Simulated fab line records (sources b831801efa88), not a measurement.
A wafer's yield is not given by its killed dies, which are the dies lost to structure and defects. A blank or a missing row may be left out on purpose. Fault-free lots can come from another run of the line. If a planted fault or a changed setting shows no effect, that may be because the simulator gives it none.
Problem report in the 8D (eight disciplines) form, filled by code || flow sky130 || the parts of the form that need people (team, actions taken, sign-off) are left out

1. PROBLEM STATEMENT
stripTimeToEndpointS at SKY_METAL5_STRIP_16 reads a mean of 18.79 s on 6 wafers of 2 lots; wafers without a fault read 13.08 s with a standard deviation of 0.13. That puts it +44 standard deviations away from the usual mean.
The step: strips in O2/N2.
Seen first at day 46 11:32 on plasmaAsher-02, wafer L758.1. The record holds 33 wafers of 11 lots with a number at this step. Rule for "out" (also "out of limits"): further than 4 standard deviations from the usual mean. All remaining wafers that have a number are taken as sound.

2. WHAT IT IS AND WHAT IT IS NOT
{"question": "which readings at this step", "is": "stripTimeToEndpointS", "is not": "drypumpMotorCurrentA, oesProductAu"}
{"question": "which lots", "is": "L758, L759", "is not": "L751, L752, L753, L757, L765, L768, L769, L770, L772"}
{"question": "which wafers of those lots", "is": "all that have a number", "is not": "-"}
{"question": "read on which tools", "is": "plasmaAsher-02", "is not": "plasmaAsher-01, plasmaAsher-04"}
{"question": "when", "is": "from day 46 11:32", "is not": "up to then (12 sound wafers); but 15 sound wafers of L765, L768, L769, L770, L772 came after"}

3. SUSPECTS, AND WHAT RULES EACH OUT
Counting: a tool at a process step up to the reading stays a suspect if it ran every lot that is out and no sound lot after the first of them.
- lithoTrack-02 at SKY_METAL5_COAT_09 (resist thk 1800 nm): ruled out as a lasting fault. The sound lots L772 went through it after L758, its earliest lot that is out (day 46 00:03).
- plasmaAsher-02 at SKY_METAL5_STRIP_16 (strips in O2/N2): ruled out as a lasting fault. The sound lots L765, L769, L768 went through it after L758, its earliest lot that is out (day 46 11:32).
Left after counting: nothing in the record.

4. THE CAUSE (what the simulator had put in)
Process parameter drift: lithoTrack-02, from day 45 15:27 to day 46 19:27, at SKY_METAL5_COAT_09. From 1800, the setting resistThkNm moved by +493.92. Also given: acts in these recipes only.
The count ruled it out by mistake, since the rule takes a fault to strike every lot its tool runs from the start of the fault on, and this one did not do so.

5. SEQUENCE OF EFFECTS, ordered by route
One row per reading whose mean, taken over the struck wafers that have a number, lies over 3 standard deviations from the usual. Scope: only readings with a usual standard deviation given in the record; hours: median across lots of the time from each lot's start at the first step in this table that gives one to its start at this step; sigmas: change in usual standard deviations.
{"hours": 0, "step": "SKY_METAL5_STRIP_16", "reading": "stripTimeToEndpointS", "usual": "13.08 s", "on struck wafers": 18.79, "change": "+5.71", "sigmas": "+44"}
The process steps in it:
- SKY_METAL5_STRIP_16: strips in O2/N2.

6. HOW IT WOULD HAVE BEEN CAUGHT EARLIER
First out-of-limits reading in this record: day 46 11:32, which is 20 hours after fault onset at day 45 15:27.
No tool reading at SKY_METAL5_COAT_09 that has a usual standard deviation in the record was out on any struck wafer, so an alarm limit of 4 standard deviations on those readings would not have fired.
